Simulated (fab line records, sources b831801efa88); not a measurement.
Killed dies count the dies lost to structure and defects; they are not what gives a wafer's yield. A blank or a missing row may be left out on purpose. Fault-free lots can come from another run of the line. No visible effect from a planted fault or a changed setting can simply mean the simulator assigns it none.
fab line records	flow sky130
[record] lots = 11	wafers = 33	last-day = 50
route steps=708 shown METAL1@439 VIA1@471 VIA2@528 PAD_OPEN@708
lots untouched by any fault: they come from a run of this same line in which no faults occurred
start-h: the number of hours between the record's first day and the start of the first shown wafer of the lot	wait-h: how many hours have passed since the lot's step before this one	" the same as in the row above	L1.1+2: a single row standing in for several wafers	- no value present, or no start provided	* or withheld: withheld	< > ~ a bound
route shown NAME@n: a module of which the file shows steps, and the number in the route of the first	usual: mean/standard deviation of fault-free wafers	same: alike in all rows	chamber/n: place in a boat	sites: readings site by site	_std_site: standard deviation across them	_edge_site: inner sites' mean taken away from outer sites' mean	radius-mm: how far each site lies from the wafer's centre	mask NAME#n: copy n	behind: the last tool/chamber to shape the wafer	hold: why the lot went on hold/how many hours it stayed there/how the hold came to an end	device: whichever transistor did not switch (one of n, p or np)	end of line: at the end of the route, the tests of the same wafers	for a step that has no rows: nothing shown but its recipe	killed: dies that structure and defects cost at the first sort, which is not the same as the wafer's yield	map: the dies of a wafer, with x for killed, . for not killed, _ for no die there
set.NAME: setting as actually run; set.NAME@STEP: the setting as run at that earlier step	model.NAME: the simulator's own value behind a step, which no gauge read
one table for each step of the route and one row for each wafer, over a sample of lots
services: from which hour (start-h, from the record's first day; less than 0 if before it) a tool's chamber was out of use, for how many hours, and why
[[steps]]
[step SKY_METAL1_RS_MEAS_05]
[recipe] thk-meas-gauge = four-point-probe	reads = TiN_of_METAL1_SPUTTER_04+Ti_of_METAL1_SPUTTER_03+AlCu_of_METAL1_SPUTTER_02+TiN_of_METAL1_SPUTTER_01+Ti_of_METAL1_SPUTTER_00
[usual] METAL1_ALCU_RS = 0.1273/0.0013
lot.wafer	tool	chamber	start-h	wait-h	METAL1_ALCU_RS[ohm/sq]
L236.1	film-metro-01	-	769.05	0.0	0.1287
L236.2	"	-	"	"	0.1279
L236.3	"	-	"	"	0.1287
L238.2	film-metro-03	-	777.58	0.0	0.1295
L238.3	"	-	"	"	0.1298
L238.5	"	-	"	"	0.1289
L241.3	film-metro-02	-	786.17	0.1	0.1263
L241.4	"	-	"	"	0.1244
L241.5	"	-	"	"	0.1260
L242.1	film-metro-02	-	802.36	0.0	0.1281
L242.3	"	-	"	"	0.1289
L242.6	"	-	"	"	0.1269
L243.1	film-metro-02	-	806.31	0.0	0.1279
L243.3	"	-	"	"	0.1288
L243.4	"	-	"	"	0.1277
L244.3	film-metro-02	-	808.93	0.1	0.1263
L244.4	"	-	"	"	0.1254
L244.5	"	-	"	"	0.1269
L246.1	film-metro-03	-	821.66	0.0	0.1257
L246.3	"	-	"	"	0.1276
L246.4	"	-	"	"	0.1271
L251.2	film-metro-02	-	859.27	0.0	0.1252
L251.4	"	-	"	"	0.1265
L251.5	"	-	"	"	0.1258
L253.1	film-metro-02	-	869.86	0.0	0.1295
L253.2	"	-	"	"	0.1282
L253.6	"	-	"	"	0.1271
L257.2	film-metro-03	-	914.69	0.0	0.1288
L257.4	"	-	"	"	0.1285
L257.6	"	-	"	"	0.1297
L258.2	film-metro-01	-	917.27	0.0	0.1284
L258.4	"	-	"	"	0.1280
L258.5	"	-	"	"	0.1271
[step SKY_VIA1_OVL_MEAS_13]
[usual] VIA1_OVL = -2/5.7
lot.wafer	tool	chamber	start-h	wait-h	VIA1_OVL[nm]
L236.1	overlay-02	-	823.57	0.1	-4
L236.2	"	-	"	"	-4
L236.3	"	-	"	"	-6
L238.2	overlay-01	-	832.58	0.1	6
L238.3	"	-	"	"	8
L238.5	"	-	"	"	9
L241.3	overlay-01	-	839.98	0.1	-17
L241.4	"	-	"	"	-12
L241.5	"	-	"	"	-10
L242.1	overlay-02	-	856.37	0.1	-3
L242.3	"	-	"	"	-7
L242.6	"	-	"	"	2
L243.1	overlay-02	-	860.87	0.1	-5
L243.3	"	-	"	"	-6
L243.4	"	-	"	"	-5
L244.3	overlay-02	-	862.99	0.1	4
L244.4	"	-	"	"	2
L244.5	"	-	"	"	0
L246.1	overlay-02	-	875.21	0.1	7
L246.3	"	-	"	"	11
L246.4	"	-	"	"	8
L251.2	overlay-02	-	911.77	0.1	-3
L251.4	"	-	"	"	-5
L251.5	"	-	"	"	-1
L253.1	overlay-01	-	922.46	0.1	-1
L253.2	"	-	"	"	4
L253.6	"	-	"	"	5
L257.2	overlay-02	-	965.83	0.1	-7
L257.4	"	-	"	"	-9
L257.6	"	-	"	"	-11
L258.2	overlay-02	-	967.48	0.1	-13
L258.4	"	-	"	"	-8
L258.5	"	-	"	"	-6
[step SKY_VIA1_THK_MEAS_23]
[recipe] thk-meas-gauge = xrf	reads = W_of_VIA1_CVD_21
[usual] VIA1_W_THK = 274/4
lot.wafer	tool	chamber	start-h	wait-h	VIA1_W_THK[nm]
L236.1	film-metro-01	-	824.56	0.1	267
L236.2	"	-	"	"	267
L236.3	"	-	"	"	271
L238.2	film-metro-03	-	833.62	0.1	275
L238.3	"	-	"	"	277
L238.5	"	-	"	"	273
L241.3	film-metro-04	-	840.98	0.1	280
L241.4	"	-	"	"	276
L241.5	"	-	"	"	274
L242.1	film-metro-03	-	857.36	0.1	279
L242.3	"	-	"	"	282
L242.6	"	-	"	"	275
L243.1	film-metro-01	-	861.86	0.1	274
L243.3	"	-	"	"	273
L243.4	"	-	"	"	279
L244.3	film-metro-04	-	863.99	0.1	277
L244.4	"	-	"	"	270
L244.5	"	-	"	"	274
L246.1	film-metro-03	-	876.24	0.1	273
L246.3	"	-	"	"	275
L246.4	"	-	"	"	278
L251.2	film-metro-03	-	912.85	0.1	280
L251.4	"	-	"	"	282
L251.5	"	-	"	"	277
L253.1	film-metro-01	-	923.47	0.1	271
L253.2	"	-	"	"	271
L253.6	"	-	"	"	269
L257.2	film-metro-01	-	966.83	0.1	269
L257.4	"	-	"	"	268
L257.6	"	-	"	"	271
L258.2	film-metro-01	-	968.70	0.1	270
L258.4	"	-	"	"	271
L258.5	"	-	"	"	271
[step SKY_VIA2_CVD_21]
[recipe] material = W	target-thk-nm = 420	time-s = 126.4	temp-c = 400	pressure-torr = 40
[usual] chamber-pressure-Torr = 40.01/0.094	heater-power-w = 836/48
lot.wafer	tool	chamber	start-h	wait-h	chamber-pressure-Torr	heater-power-w
L236.1	cvd-w-01	1	879.06	0.0	40.15	868
L236.2	"	0	"	"	40.08	852
L236.3	"	0	"	"	39.94	842
L238.2	cvd-w-01	1	888.72	0.0	39.95	860
L238.3	"	0	"	"	39.99	862
L238.5	"	1	"	"	39.91	883
L241.3	cvd-w-02	0	896.39	0.1	40.06	771
L241.4	"	1	"	"	40.16	865
L241.5	"	0	"	"	39.97	769
L242.1	cvd-w-01	1	912.50	0.0	40.01	870
L242.3	"	1	"	"	40.12	869
L242.6	"	1	"	"	40.14	880
L243.1	cvd-w-01	0	916.63	0.1	40.01	826
L243.3	"	0	"	"	39.96	858
L243.4	"	1	"	"	39.99	873
L244.3	cvd-w-01	1	921.16	0.1	40.08	875
L244.4	"	0	"	"	39.96	849
L244.5	"	0	"	"	40.01	849
L246.1	cvd-w-02	1	928.89	0.0	40.08	886
L246.3	"	1	"	"	39.90	869
L246.4	"	0	"	"	39.97	759
L251.2	cvd-w-01	1	965.43	0.0	40.06	861
L251.4	"	0	"	"	34.58	838
L251.5	"	1	"	"	39.88	868
L253.1	cvd-w-01	0	975.22	0.0	34.80	860
L253.2	"	1	"	"	40.05	866
L253.6	"	0	"	"	34.77	869
L257.2	cvd-w-02	0	1017.02	0.0	39.99	759
L257.4	"	1	"	"	40.03	887
L257.6	"	1	"	"	40.09	859
L258.2	cvd-w-02	0	1018.87	0.0	40.02	765
L258.4	"	0	"	"	39.98	755
L258.5	"	1	"	"	40.05	881
[step SKY_VIA2_RS_MEAS_22]
[recipe] thk-meas-gauge = four-point-probe	reads = W_of_VIA2_CVD_21+TiN_of_VIA2_SPUTTER_20
[usual] VIA2_W_RS = 0.272/0.0031
lot.wafer	tool	chamber	start-h	wait-h	VIA2_W_RS[ohm/sq]
L236.1	film-metro-04	-	879.19	0.1	0.272
L236.2	"	-	"	"	0.274
L236.3	"	-	"	"	0.274
L238.2	film-metro-04	-	888.87	0.1	0.275
L238.3	"	-	"	"	0.278
L238.5	"	-	"	"	0.275
L241.3	film-metro-02	-	896.52	0.1	0.268
L241.4	"	-	"	"	0.272
L241.5	"	-	"	"	0.268
L242.1	film-metro-02	-	912.63	0.1	0.271
L242.3	"	-	"	"	0.271
L242.6	"	-	"	"	0.271
L243.1	film-metro-04	-	916.76	0.1	0.276
L243.3	"	-	"	"	0.275
L243.4	"	-	"	"	0.271
L244.3	film-metro-02	-	921.28	0.1	0.273
L244.4	"	-	"	"	0.273
L244.5	"	-	"	"	0.275
L246.1	film-metro-04	-	929.02	0.1	0.272
L246.3	"	-	"	"	0.273
L246.4	"	-	"	"	0.273
L251.2	film-metro-02	-	965.58	0.1	0.270
L251.4	"	-	"	"	0.296
L251.5	"	-	"	"	0.276
L253.1	film-metro-02	-	975.35	0.1	0.296
L253.2	"	-	"	"	0.272
L253.6	"	-	"	"	0.299
L257.2	film-metro-02	-	1017.17	0.1	0.273
L257.4	"	-	"	"	0.270
L257.6	"	-	"	"	0.273
L258.2	film-metro-04	-	1019.02	0.1	0.268
L258.4	"	-	"	"	0.270
L258.5	"	-	"	"	0.269
[step SKY_VIA2_THK_MEAS_23]
[recipe] thk-meas-gauge = xrf	reads = W_of_VIA2_CVD_21
[usual] VIA2_W_THK = 431/6.5
lot.wafer	tool	chamber	start-h	wait-h	VIA2_W_THK[nm]
L236.1	film-metro-04	-	879.31	0.1	425
L236.2	"	-	"	"	425
L236.3	"	-	"	"	420
L238.2	film-metro-04	-	888.98	0.1	428
L238.3	"	-	"	"	423
L238.5	"	-	"	"	429
L241.3	film-metro-02	-	896.62	0.1	440
L241.4	"	-	"	"	435
L241.5	"	-	"	"	440
L242.1	film-metro-02	-	912.75	0.1	437
L242.3	"	-	"	"	438
L242.6	"	-	"	"	441
L243.1	film-metro-04	-	916.88	0.1	426
L243.3	"	-	"	"	426
L243.4	"	-	"	"	431
L244.3	film-metro-02	-	921.38	0.1	434
L244.4	"	-	"	"	433
L244.5	"	-	"	"	432
L246.1	film-metro-04	-	929.14	0.1	429
L246.3	"	-	"	"	429
L246.4	"	-	"	"	429
L251.2	film-metro-02	-	965.69	0.1	433
L251.4	"	-	"	"	395
L251.5	"	-	"	"	421
L253.1	film-metro-02	-	975.47	0.1	393
L253.2	"	-	"	"	431
L253.6	"	-	"	"	389
L257.2	film-metro-02	-	1017.28	0.1	429
L257.4	"	-	"	"	430
L257.6	"	-	"	"	427
L258.2	film-metro-04	-	1019.13	0.1	440
L258.4	"	-	"	"	439
L258.5	"	-	"	"	440
[step SKY_PAD_OPEN_PROBE_99]
[usual] defect-limited-yield = 82.5/1.8	killed_at_M0_to_M3 = 44/7.1	killed_at_M4_up = 3.0/1.9	killed-at-contacts = 25/5.6	killed-at-front-end = 14/4.1	killed-at-other = 0.2/0.44	killed-dies = 86/9.1	killed-open = 47/7.4	killed-short = 39/5.7	sort_bin_3_pad_short = 0.9/0.37	sort_bin_5_function = 10.3/1.6	sort_bin_6_memory = 6.3/1.1	sort-n-pass = 406/9.1	sort-yield-pct = 82.5/1.8
[same] gross-dies = 492	killed-at-back-side = 0	sort_bin_4_leakage[%] = 0	sort_bin_8_speed[%] = 0
lot.wafer	tool	chamber	start-h	wait-h	defect-limited-yield[%]	killed_at_M0_to_M3	killed_at_M4_up	killed-at-contacts	killed-at-front-end	killed-at-other	killed-dies	killed-open	killed-short	sort_bin_3_pad_short[%]	sort_bin_5_function[%]	sort_bin_6_memory[%]	sort-n-pass	sort-yield-pct[%]
L236.1	prober-02	-	1095.57	0.1	81.7	30	2	42	15	1	90	59	31	0.6	12.4	5.3	402	81.7
L236.2	prober-02	-	1095.62	0.1	83.9	34	1	30	14	0	79	40	39	1.4	9.8	4.9	413	83.9
L236.3	prober-02	-	1095.67	0.2	82.5	46	6	23	11	0	86	46	40	0.6	9.6	7.3	406	82.5
L238.2	prober-01	-	1102.39	0.1	83.7	47	0	11	22	0	80	40	40	1.0	11.0	4.3	412	83.7
L238.3	prober-01	-	1102.44	0.2	82.5	42	0	28	16	0	86	44	42	1.4	9.1	6.9	406	82.5
L238.5	prober-01	-	1102.54	0.2	79.7	58	4	21	17	0	100	47	53	1.4	12.2	6.7	392	79.7
L241.3	prober-01	-	1109.05	0.2	83.5	38	1	25	17	0	81	40	41	1.0	8.9	6.5	411	83.5
L241.4	prober-01	-	1109.10	0.2	82.1	54	1	15	18	0	88	51	36	1.4	9.1	7.3	404	82.1
L241.5	prober-01	-	1109.15	0.2	82.3	38	6	21	22	0	87	48	39	1.6	11.0	5.1	405	82.3
L242.1	prober-02	-	1119.35	0.1	83.3	44	5	23	10	0	82	46	36	0.4	10.0	6.3	410	83.3
L242.3	prober-02	-	1119.45	0.2	85.6	33	3	22	13	0	71	40	31	1.0	7.3	6.1	421	85.6
L242.6	prober-02	-	1119.60	0.2	84.6	45	4	21	6	0	76	38	38	0.8	8.1	6.5	416	84.6
L243.1	prober-02	-	1124.46	0.1	82.5	42	2	26	16	0	86	45	41	0.8	11.2	5.5	406	82.5
L243.3	prober-02	-	1124.56	0.2	80.5	48	5	29	14	0	96	55	41	1.2	10.0	8.3	396	80.5
L243.4	prober-02	-	1124.61	0.2	80.1	54	2	24	17	1	98	50	48	1.2	12.6	6.1	394	80.1
L244.3	prober-01	-	1127.21	0.2	83.5	38	4	27	12	0	81	41	36	0.6	9.8	6.1	411	83.5
L244.4	prober-01	-	1127.26	0.2	83.5	48	1	15	16	1	81	50	31	0.8	7.5	8.1	411	83.5
L244.5	prober-01	-	1127.31	0.2	84.3	37	3	27	10	0	77	48	29	0.8	9.8	5.1	415	84.3
L246.1	prober-01	-	1140.12	0.1	82.5	50	5	19	12	0	86	45	41	1.0	10.2	6.3	406	82.5
L246.3	prober-01	-	1140.22	0.2	79.7	52	0	31	16	1	100	50	50	1.0	10.8	8.5	392	79.7
L246.4	prober-01	-	1140.27	0.2	81.7	36	7	29	18	0	90	48	42	1.8	10.6	5.9	402	81.7
L251.2	prober-01	-	1165.97	0.1	83.5	36	1	34	10	0	81	51	30	0.8	10.6	5.1	411	83.5
L251.4	prober-01	-	1166.07	0.2	83.7	39	2	25	13	1	80	38	42	1.0	8.9	6.3	412	83.7
L251.5	prober-01	-	1166.12	0.2	82.9	41	3	24	15	1	84	48	36	0.6	10.8	5.7	408	82.9
L253.1	prober-01	-	1170.42	0.1	85.4	39	3	17	13	0	72	38	34	1.0	7.9	5.7	420	85.4
L253.2	prober-01	-	1170.47	0.1	83.5	41	4	25	11	0	81	42	39	0.8	10.8	4.9	411	83.5
L253.6	prober-01	-	1170.67	0.2	84.6	44	1	18	13	0	76	40	36	0.4	10.8	4.3	416	84.6
L257.2	prober-02	-	1204.37	0.1	82.3	40	2	28	17	0	87	38	49	1.4	10.4	5.9	405	82.3
L257.4	prober-02	-	1204.47	0.2	83.9	32	6	21	20	0	79	33	46	1.2	8.3	6.5	413	83.9
L257.6	prober-02	-	1204.57	0.2	82.3	42	2	28	15	0	87	49	38	1.0	10.0	6.7	405	82.3
L258.2	prober-02	-	1208.25	0.1	81.3	47	2	33	9	1	92	49	43	1.2	12.6	4.9	400	81.3
L258.4	prober-02	-	1208.35	0.2	80.7	49	2	29	15	0	95	61	34	0.4	12.2	6.7	397	80.7
L258.5	prober-02	-	1208.40	0.2	80.1	54	1	19	24	0	98	50	48	1.2	11.6	7.1	394	80.1
// killed by level:class
L236.1 CONTACT:geometric-particle:open=22 VIA1:geometric-particle:open=10 LI_CONTACT:geometric-particle:open=8 LOCAL_INTERCONNECT:geometric-particle:short=7 METAL2:geometric-particle:short=6 FIELD_ISO:geometric-particle:open=4 POLY_GATE:geometric-particle:short=4 VIA2:geometric-particle:open=4
L236.2 LOCAL_INTERCONNECT:geometric-particle:short=10 CONTACT:geometric-particle:open=9 LI_CONTACT:geometric-particle:open=6 METAL2:geometric-particle:short=6 POLY_GATE:geometric-particle:short=5 VIA2:geometric-particle:open=5 VIA1:geometric-particle:open=4 VIA1:geometric-particle:short=4
L236.3 LI_CONTACT:geometric-particle:open=10 VIA1:geometric-particle:open=9 CONTACT:geometric-particle:open=6 VIA1:geometric-particle:short=6 VIA3:geometric-particle:open=6 METAL1:geometric-particle:short=5 METAL2:geometric-particle:short=5 METAL3:geometric-particle:short=5
L238.2 METAL2:geometric-particle:short=9 VIA3:geometric-particle:open=7 VIA1:geometric-particle:short=6 VIA1:geometric-particle:open=6 VIA2:geometric-particle:open=6 POLY_GATE:geometric-particle:short=4 POLY_GATE:geometric-particle:open=4 CONTACT:geometric-particle:open=4
L238.3 VIA1:geometric-particle:open=12 CONTACT:geometric-particle:open=9 FIELD_ISO:geometric-particle:short=8 LI_CONTACT:geometric-particle:open=8 LOCAL_INTERCONNECT:geometric-particle:short=6 METAL1:geometric-particle:short=6 METAL3:geometric-particle:short=5 POLY_GATE:geometric-particle:open=4
L238.5 VIA1:geometric-particle:open=11 VIA2:geometric-particle:open=10 METAL1:geometric-particle:short=9 METAL2:geometric-particle:short=8 POLY_GATE:geometric-particle:short=7 VIA1:geometric-particle:short=7 LI_CONTACT:geometric-particle:short=5 LOCAL_INTERCONNECT:geometric-particle:short=5
L241.3 VIA1:geometric-particle:open=13 CONTACT:geometric-particle:short=7 VIA1:geometric-particle:short=7 LI_CONTACT:geometric-particle:open=6 CONTACT:geometric-particle:open=6 VIA3:geometric-particle:short=6 POLY_GATE:geometric-particle:open=5 METAL2:geometric-particle:short=5
L241.4 VIA1:geometric-particle:open=13 METAL2:geometric-particle:short=8 CONTACT:geometric-particle:open=7 VIA2:geometric-particle:open=7 VIA3:geometric-particle:open=6 FIELD_ISO:geometric-particle:open=5 SPACER:geometric-particle:open=5 VIA3:geometric-particle:short=5
L241.5 VIA1:geometric-particle:open=7 POLY_GATE:geometric-particle:open=6 LI_CONTACT:geometric-particle:open=6 VIA2:geometric-particle:open=6 FIELD_ISO:geometric-particle:open=4 POLY_GATE:geometric-particle:short=4 CONTACT:geometric-particle:open=4 VIA3:geometric-particle:open=4
L242.1 VIA1:geometric-particle:open=14 VIA3:geometric-particle:open=8 LI_CONTACT:geometric-particle:open=7 CONTACT:geometric-particle:short=7 VIA2:geometric-particle:open=5 METAL2:geometric-particle:short=5 CONTACT:geometric-particle:open=4 VIA2:geometric-particle:short=4
L242.3 CONTACT:geometric-particle:open=8 VIA2:geometric-particle:open=7 VIA3:geometric-particle:open=7 LI_CONTACT:geometric-particle:open=5 LI_CONTACT:geometric-particle:short=4 METAL2:geometric-particle:short=4 FIELD_ISO:geometric-particle:short=3 FIELD_ISO:geometric-particle:open=3
L242.6 VIA1:geometric-particle:open=13 CONTACT:geometric-particle:short=8 METAL2:geometric-particle:short=8 VIA3:geometric-particle:open=7 CONTACT:geometric-particle:open=5 METAL1:geometric-particle:short=5 FIELD_ISO:geometric-particle:open=3 LI_CONTACT:geometric-particle:open=3
L243.1 CONTACT:geometric-particle:open=13 VIA1:geometric-particle:open=8 VIA1:geometric-particle:short=8 METAL1:geometric-particle:short=7 METAL2:geometric-particle:short=7 LI_CONTACT:geometric-particle:open=6 FIELD_ISO:geometric-particle:short=5 FIELD_ISO:geometric-particle:open=4
L243.3 CONTACT:geometric-particle:open=13 VIA1:geometric-particle:open=8 VIA3:geometric-particle:open=8 METAL1:geometric-particle:short=6 LI_CONTACT:geometric-particle:open=6 VIA2:geometric-particle:open=6 CONTACT:geometric-particle:short=5 VIA2:geometric-particle:short=5
L243.4 METAL2:geometric-particle:short=15 CONTACT:geometric-particle:open=11 VIA1:geometric-particle:open=9 METAL1:geometric-particle:short=8 FIELD_ISO:geometric-particle:short=6 VIA2:geometric-particle:open=6 LI_CONTACT:geometric-particle:open=6 VIA3:geometric-particle:open=5
L244.3 LI_CONTACT:geometric-particle:open=9 VIA2:geometric-particle:open=8 CONTACT:geometric-particle:open=6 METAL1:geometric-particle:short=6 VIA1:geometric-particle:open=6 LOCAL_INTERCONNECT:geometric-particle:short=5 METAL2:geometric-particle:short=5 LI_CONTACT:geometric-particle:short=4
L244.4 VIA1:geometric-particle:open=11 VIA2:geometric-particle:open=8 VIA3:geometric-particle:open=8 CONTACT:geometric-particle:open=7 POLY_GATE:geometric-particle:open=5 LI_CONTACT:geometric-particle:open=5 METAL2:geometric-particle:short=5 FIELD_ISO:geometric-particle:open=3
L244.5 CONTACT:geometric-particle:open=10 VIA3:geometric-particle:open=10 LI_CONTACT:geometric-particle:open=7 VIA1:geometric-particle:open=5 VIA2:geometric-particle:open=5 FIELD_ISO:geometric-particle:short=4 LI_CONTACT:geometric-particle:short=4 METAL1:geometric-particle:short=4
L246.1 VIA2:geometric-particle:open=11 VIA1:geometric-particle:open=8 LI_CONTACT:geometric-particle:open=7 CONTACT:geometric-particle:open=7 VIA1:geometric-particle:short=6 METAL2:geometric-particle:short=5 METAL3:geometric-particle:short=4 SPACER:geometric-particle:short=4
L246.3 VIA1:geometric-particle:open=13 METAL2:geometric-particle:short=11 CONTACT:geometric-particle:open=8 LI_CONTACT:geometric-particle:open=7 VIA3:geometric-particle:open=7 LOCAL_INTERCONNECT:geometric-particle:short=6 CONTACT:geometric-particle:short=5 FIELD_ISO:geometric-particle:short=4
L246.4 LI_CONTACT:geometric-particle:open=9 CONTACT:geometric-particle:open=8 FIELD_ISO:geometric-particle:open=7 VIA1:geometric-particle:open=7 POLY_GATE:geometric-particle:short=5 METAL2:geometric-particle:short=5 CONTACT:geometric-particle:short=5 VIA2:geometric-particle:short=5
L251.2 CONTACT:geometric-particle:open=17 VIA1:geometric-particle:open=9 LI_CONTACT:geometric-particle:open=7 VIA3:geometric-particle:open=6 VIA2:geometric-particle:open=6 CONTACT:geometric-particle:short=5 METAL2:geometric-particle:short=5 POLY_GATE:geometric-particle:short=3
L251.4 LI_CONTACT:geometric-particle:open=9 METAL2:geometric-particle:short=8 VIA2:geometric-particle:open=7 CONTACT:geometric-particle:open=6 METAL1:geometric-particle:short=6 CONTACT:geometric-particle:short=5 FIELD_ISO:geometric-particle:open=4 VIA1:geometric-particle:short=4
L251.5 METAL2:geometric-particle:short=11 CONTACT:geometric-particle:open=10 LI_CONTACT:geometric-particle:open=7 VIA1:geometric-particle:open=7 FIELD_ISO:geometric-particle:open=4 POLY_GATE:geometric-particle:open=4 LI_CONTACT:geometric-particle:short=4 VIA2:geometric-particle:open=4
L253.1 CONTACT:geometric-particle:open=9 VIA1:geometric-particle:open=9 METAL1:geometric-particle:short=6 VIA3:geometric-particle:open=6 VIA2:geometric-particle:open=5 POLY_GATE:geometric-particle:short=4 FIELD_ISO:geometric-particle:short=3 CONTACT:geometric-particle:short=3
L253.2 LI_CONTACT:geometric-particle:open=11 METAL1:geometric-particle:short=11 CONTACT:geometric-particle:open=9 VIA1:geometric-particle:open=7 METAL2:geometric-particle:short=6 VIA2:geometric-particle:open=4 METAL3:geometric-particle:short=4 METAL4:geometric-particle:short=4
L253.6 VIA1:geometric-particle:open=8 VIA1:geometric-particle:short=7 CONTACT:geometric-particle:open=6 VIA2:geometric-particle:open=6 METAL2:geometric-particle:short=6 FIELD_ISO:geometric-particle:open=5 LI_CONTACT:geometric-particle:open=5 METAL1:geometric-particle:short=5
L257.2 LI_CONTACT:geometric-particle:open=10 METAL1:geometric-particle:short=8 VIA1:geometric-particle:open=7 POLY_GATE:geometric-particle:short=6 VIA1:geometric-particle:short=5 LI_CONTACT:geometric-particle:short=5 CONTACT:geometric-particle:short=5 CONTACT:geometric-particle:open=5
L257.4 CONTACT:geometric-particle:open=8 LI_CONTACT:geometric-particle:open=7 VIA3:geometric-particle:short=6 FIELD_ISO:geometric-particle:short=5 POLY_GATE:geometric-particle:short=5 VIA2:geometric-particle:open=5 METAL1:geometric-particle:short=4 METAL3:geometric-particle:short=4
L257.6 CONTACT:geometric-particle:open=13 VIA2:geometric-particle:open=8 VIA3:geometric-particle:open=7 CONTACT:geometric-particle:short=5 METAL2:geometric-particle:short=5 FIELD_ISO:geometric-particle:open=4 POLY_GATE:geometric-particle:short=4 VIA3:geometric-particle:short=4
L258.2 VIA1:geometric-particle:open=13 VIA3:geometric-particle:open=9 CONTACT:geometric-particle:short=8 VIA2:geometric-particle:open=8 LI_CONTACT:geometric-particle:short=7 CONTACT:geometric-particle:open=7 LI_CONTACT:geometric-particle:open=6 LOCAL_INTERCONNECT:geometric-particle:short=5
L258.4 VIA1:geometric-particle:open=16 CONTACT:geometric-particle:open=14 FIELD_ISO:geometric-particle:open=7 VIA1:geometric-particle:short=7 CONTACT:geometric-particle:short=6 VIA2:geometric-particle:open=6 METAL2:geometric-particle:short=5 LI_CONTACT:geometric-particle:open=4
L258.5 VIA1:geometric-particle:open=14 CONTACT:geometric-particle:open=10 VIA1:geometric-particle:short=9 METAL2:geometric-particle:short=9 FIELD_ISO:geometric-particle:short=8 FIELD_ISO:geometric-particle:open=7 VIA3:geometric-particle:open=5 VIA2:geometric-particle:open=5
[[services]]
tool	chamber	start-h	hours	kind
cvd-w-02	-	862.06	4.0	repair
cvd-w-02	-	904.00	14.0	pm
cvd-w-02	0	904.00	14.0	vent-cycle
cvd-w-02	1	904.00	14.0	vent-cycle
cvd-w-02	0	918.00	-	clean
cvd-w-02	1	918.00	-	clean
cvd-w-01	-	932.08	0.4	repair
[[key]]
[first-sign] step = SKY_VIA2_CVD_21	reading = chamber-pressure-Torr	direction = down	sigmas = 56	usual = 40.01	struck = 34.72
[effect] step = SKY_VIA2_RS_MEAS_22	reading = VIA2_W_RS	direction = up	sigmas = 8	usual = 0.272	struck = 0.297
[effect] step = SKY_VIA2_THK_MEAS_23	reading = VIA2_W_THK	direction = down	sigmas = 6.1	usual = 431	struck = 392
met-at SKY_VIA2_CVD_21
struck-lots L251,L253
struck-wafers L251.4,L253.1,L253.6
not-acting-at SKY_METAL1_RS_MEAS_05,SKY_VIA1_OVL_MEAS_13,SKY_VIA1_THK_MEAS_23
onset-between 921.16 965.43
[fault] kind = process-parameter-drift	tool = cvd-w-01	chamber = 0	onset-h = 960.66	steps = SKY_VIA2_CVD_21	channel = pressure-torr	offset = -5.2346	shape = step	end-h = 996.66	acts-in = these-recipes-only	stated = 40
